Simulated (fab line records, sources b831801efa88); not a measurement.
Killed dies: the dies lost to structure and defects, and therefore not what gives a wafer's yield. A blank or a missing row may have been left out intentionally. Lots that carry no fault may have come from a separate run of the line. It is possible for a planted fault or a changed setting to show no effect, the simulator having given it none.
What tool caused it? | flow sky130 | 13 lots, 39 wafers sampled, at 5 steps of a route of 708

== WHAT THE GAUGES SHOWED, per wafer ==
SKY_POLY_GATE_CD_MEAS_22.
lot  | measured     | on        | cd nm (nm)
L355 | day 16 05:29 | cd sem-01 | 150.4 149.2 152.0
L356 | day 16 10:52 | cd sem-02 | 154.0 149.6 153.2
L358 | day 17 03:56 | cd sem-01 | 149.5 148.7 144.5
L359 | day 17 11:00 | cd sem-01 | 149.1 150.8 148.9
L361 | day 18 06:34 | cd sem-01 | 149.2 149.4 148.2
L362 | day 18 15:43 | cd sem-02 | 151.3 150.6 148.6
L363 | day 18 22:56 | cd sem-01 | 149.5 149.3 150.6
L369 | day 21 07:34 | cd sem-02 | 152.7 153.0 156.2
L371 | day 21 21:10 | cd sem-01 | 148.1 147.0 149.9
L378 | day 25 02:41 | cd sem-01 | 153.4 148.2 151.6
L375 | day 25 03:37 | cd sem-02 | 150.8 149.6 149.7
L374 | day 25 06:50 | cd sem-02 | 149.8 148.2 147.3
L377 | day 25 10:44 | cd sem-01 | 147.7 154.7 146.9

SKY_LDD_N_TW_MEAS_17.
lot  | measured     | on            | LDD_N_TW
L355 | day 17 10:38 | film metro-01 | 2552 2575 2560
L356 | day 17 17:32 | film metro-04 | 2604 2583 2577
L358 | day 18 11:43 | film metro-04 | 2588 2595 2604
L359 | day 18 18:25 | film metro-01 | 2573 2575 2558
L361 | day 19 15:20 | film metro-03 | 2552 2567 2579
L362 | day 20 00:08 | film metro-04 | 2592 2568 2584
L363 | day 20 08:08 | film metro-01 | 2578 2585 2579
L369 | day 22 14:49 | film metro-01 | 2589 2575 2554
L371 | day 23 03:55 | film metro-01 | 2561 2544 2545
L378 | day 26 09:47 | film metro-04 | 2591 2606 2600
L375 | day 26 10:56 | film metro-04 | 2613 2585 2580
L374 | day 26 13:23 | film metro-03 | 2572 2576 2593
L377 | day 26 17:41 | film metro-04 | 2593 2602 2594

SKY_LDD_HVN_TW_MEAS_10.
lot  | measured     | on            | LDD_HVN_TW
L355 | day 20 00:56 | film metro-02 | 1425 1426 1425
L356 | day 20 07:59 | film metro-03 | 1426 1427 1416
L358 | day 21 01:16 | film metro-03 | 1438 1432 1443
L359 | day 21 09:17 | film metro-04 | 1430 1434 1437
L361 | day 22 04:19 | film metro-04 | 1446 1435 1440
L362 | day 22 12:47 | film metro-03 | 1427 1432 1427
L363 | day 22 21:40 | film metro-04 | 1441 1440 1437
L369 | day 25 02:35 | film metro-04 | 1289 1288 1286
L371 | day 25 15:49 | film metro-04 | 1292 1289 1292
L378 | day 28 19:13 | film metro-02 | 1421 1424 1422
L375 | day 28 20:26 | film metro-04 | 1447 1443 1438
L374 | day 28 22:20 | film metro-02 | 1420 1429 1431
L377 | day 29 03:54 | film metro-02 | 1418 1419 1421

== WHAT TOOL EACH LOT RAN ON (gives the tool, then ch and the chambers of the sampled wafers, and finally the start) ==
lot  | SKY_LDD_P_STRIP_10                   | SKY_LDD_HVN_IMPLANT_08
L355 | plasma asher-03 ch 0,1, day 18 17:14 | implanter-04 ch 0, day 20 00:43
L356 | plasma asher-01 ch 0,1, day 19 00:16 | implanter-01 ch 0, day 20 07:46
L358 | plasma asher-03 ch 1, day 19 19:38   | implanter-01 ch 0, day 21 01:01
L359 | plasma asher-01 ch 0,1, day 20 02:23 | implanter-04 ch 0, day 21 09:02
L361 | plasma asher-03 ch 0,1, day 20 21:53 | implanter-04 ch 0, day 22 04:04
L362 | plasma asher-03 ch 0,1, day 21 06:22 | implanter-02 ch 0, day 22 12:34
L363 | plasma asher-01 ch 0,1, day 21 14:50 | implanter-01 ch 0, day 22 21:26
L369 | plasma asher-03 ch 0,1, day 23 20:29 | implanter-01 ch 0, day 25 02:20
L371 | plasma asher-03 ch 0,1, day 24 10:02 | implanter-01 ch 0, day 25 15:34
L378 | plasma asher-03 ch 0,1, day 27 15:14 | implanter-01 ch 0, day 28 18:58
L375 | plasma asher-01 ch 0,1, day 27 15:53 | implanter-04 ch 0, day 28 20:13
L374 | plasma asher-03 ch 0,1, day 27 17:44 | implanter-04 ch 0, day 28 22:06
L377 | plasma asher-01 ch 0,1, day 27 23:02 | implanter-01 ch 0, day 29 03:40
- SKY_LDD_P_STRIP_10: strips in O2/N2.
- SKY_LDD_HVN_IMPLANT_08

== AS READ BY THE TOOLS THEMSELVES (means over the sampled wafers that have a number; for cases with no such wafer, the mark the record gives instead) ==
SKY_LDD_P_STRIP_10.
lot  | tool            | drypump motor current A (A) | oes product au (a.u.) | strip time to endpoint s (s)
L355 | plasma asher-03 | 5.8                         | 0.716                 | 14.15
L356 | plasma asher-01 | 6.3                         | 0.715                 | 14.15
L358 | plasma asher-03 | 5.5                         | 0.716                 | 14.23
L359 | plasma asher-01 | 6.0                         | 0.717                 | 14.13
L361 | plasma asher-03 | 6.3                         | 0.720                 | 14.23
L362 | plasma asher-03 | 5.9                         | 0.715                 | 14.18
L363 | plasma asher-01 | 6.0                         | 0.716                 | 14.18
L369 | plasma asher-03 | 6.3                         | 0.712                 | 14.20
L371 | plasma asher-03 | 5.9                         | 0.717                 | 14.10
L378 | plasma asher-03 | 6.3                         | 0.717                 | 14.11
L375 | plasma asher-01 | 6.0                         | 0.715                 | 14.18
L374 | plasma asher-03 | 6.3                         | 0.716                 | 14.20
L377 | plasma asher-01 | 6.3                         | 0.714                 | 14.17

SKY_LDD_HVN_IMPLANT_08.
lot  | tool         | tilt deg (degrees)
L355 | implanter-04 | 40.000
L356 | implanter-01 | 39.995
L358 | implanter-01 | 40.022
L359 | implanter-04 | 39.990
L361 | implanter-04 | 39.978
L362 | implanter-02 | 40.026
L363 | implanter-01 | 40.007
L369 | implanter-01 | -0.005
L371 | implanter-01 | -0.016
L378 | implanter-01 | 40.033
L375 | implanter-04 | 39.985
L374 | implanter-04 | 39.997
L377 | implanter-01 | 39.987

== THE ANSWER, worked out from the rows above alone ==
Rule: what is usual is taken from the lots themselves. Put in order of their means at a reading, lots are off if they are a third of the lots or fewer, leave a main group of 4 or more, and stand apart from it by a gap of 3 or more times the standard deviation of the main group's means; of several such gaps the widest counts. A main group is skipped when, at the precision printed for the reading in the tables above, its means are all equal. Also off: a lot with no number at a reading for which 4 or more lots have one. The other lots that the step has rows for count as sound. Order of review: gauges by route order, followed by the tools' own readings, for which a lot's mean as printed above is used. At the first step where some lot is off, the reading lying furthest off is the one used; lots without a number count as furthest.
Off: L369, L371, at SKY_LDD_HVN_TW_MEAS_10 (LDD_HVN_TW). Mean 1431 and standard deviation 7.8 in the main group.
A tool fits if, at a process step before that reading, it ran every lot that is off, and no sound lot after the first of them. Not tried: the gauges at SKY_LDD_HVN_TW_MEAS_10; whatever is off there is also off at SKY_LDD_HVN_IMPLANT_08, on other tools, and gauge error can't account for it. No candidate that was tried fits.

== WHAT THE SIMULATOR HAD INSERTED ==
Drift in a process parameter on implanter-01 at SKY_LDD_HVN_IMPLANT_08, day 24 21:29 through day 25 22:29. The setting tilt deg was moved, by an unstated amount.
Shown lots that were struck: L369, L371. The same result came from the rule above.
